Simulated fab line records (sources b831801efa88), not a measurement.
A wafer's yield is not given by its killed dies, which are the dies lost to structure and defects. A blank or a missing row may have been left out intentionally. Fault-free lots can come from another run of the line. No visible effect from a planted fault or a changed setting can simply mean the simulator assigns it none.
2 desks looking at one fault ; flow gf180mcu ; what lay behind the numbers comes last; until then each desk has only its own

AT THE METROLOGY DESK
What the gauges read, lot by lot, whatever tool the lot ran on: means of the sampled wafers that have a number. The brackets show how far a lot's mean lies from the usual mean; more than 4 standard deviations puts the lot out of limits, marked OUT.
Columns: A = NSD_RS at GF_PSD_RS_MEAS_14, usual 46.60 ohm/sq; B = PSD_RS at GF_PSD_RS_MEAS_15, usual 108.6 ohm/sq; C = V1_BOW at GF_V1_BOW_MEAS_05, usual 83 um; D = V1_W_RS at GF_V1_RS_MEAS_24, usual 0.328 ohm/sq
lot;first seen here;A;B;C;D
L407;day 14 14:40;46.59;108.6;88;0.332
L409;day 15 02:03;46.55;108.5;81;0.327
L411;day 15 22:56;46.65;108.5;71;0.328
L413;day 16 14:21;46.72;108.9;81;0.326
L415;day 17 09:47;46.63;108.4;91;0.323
L417;day 18 06:28;46.70;109.3;71;0.331
L418;day 18 15:17;46.62;108.7;85;0.326
L419;day 18 21:04;46.52;108.2;88;0.329
L423;day 20 03:25;46.71;108.7;75;0.323
L426;day 21 07:53;39.82 (-82) OUT;89.6 (-63) OUT;95;0.327
L428;day 21 21:20;39.84 (-81) OUT;89.5 (-64) OUT;88;0.335
L429;day 22 02:32;39.92 (-81) OUT;89.4 (-64) OUT;87;0.329
This desk finds L426, L428, L429 out of limits, with the earliest case on L426 at day 21 07:53 (NSD_RS at GF_PSD_RS_MEAS_14). Within limits: L407, L409, L411, L413, L415, L417, L418, L419, L423.

FOR THE TOOL OWNER'S DESK: rtp_anneal-02
The tool's own readings at GF_PSD_RTA_13 (time 20 s): means of the sampled wafers that have a number, for each lot that ran on this tool. The brackets show how far a lot's mean lies from the usual mean; more than 4 standard deviations puts the lot out of limits, marked OUT.
Columns: A = lamp_power_pct at GF_PSD_RTA_13, usual 36.8 %; B = wafer_temp_C_max at GF_PSD_RTA_13, usual 1028.6
lot;first seen here;A;B
L407;day 14 14:31;36.5;1029.2
L411;day 15 22:50;36.5;1029.1
L413;day 16 14:16;36.4;1027.1
L415;day 17 09:41;36.5;1028.5
L417;day 18 06:23;36.5;1028.2
L423;day 20 03:19;36.5;1028.0
L426;day 21 07:47;41.0 (+7.2) OUT;1074.2 (+53) OUT
L428;day 21 21:15;41.0 (+7.2) OUT;1074.0 (+53) OUT
L429;day 22 02:26;41.1 (+7.4) OUT;1074.3 (+53) OUT
Finding of this desk: L426, L428, L429 out of limits; the first was L426 at day 21 07:47, on lamp_power_pct at GF_PSD_RTA_13. Within limits: L407, L411, L413, L415, L417, L423.

TAKEN TOGETHER
At day 21 07:47, on L426, L428, L429, the tool owner's desk was in a position to raise an alarm.
The metrology desk could have raised an alarm at day 21 07:53, on L426, L428, L429.
All the named lots went through GF_PSD_RTA_13 on rtp_anneal-02.

WHAT WAS PUT IN BY THE SIMULATOR
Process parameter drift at GF_PSD_RTA_13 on rtp_anneal-02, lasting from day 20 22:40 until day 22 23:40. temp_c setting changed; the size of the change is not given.
Struck lots among those shown: L426, L428, L429.
Delay (hours) between the fault's onset and each desk's first out-of-limits reading: 9 at the tool owner's desk, 9 at the metrology desk.
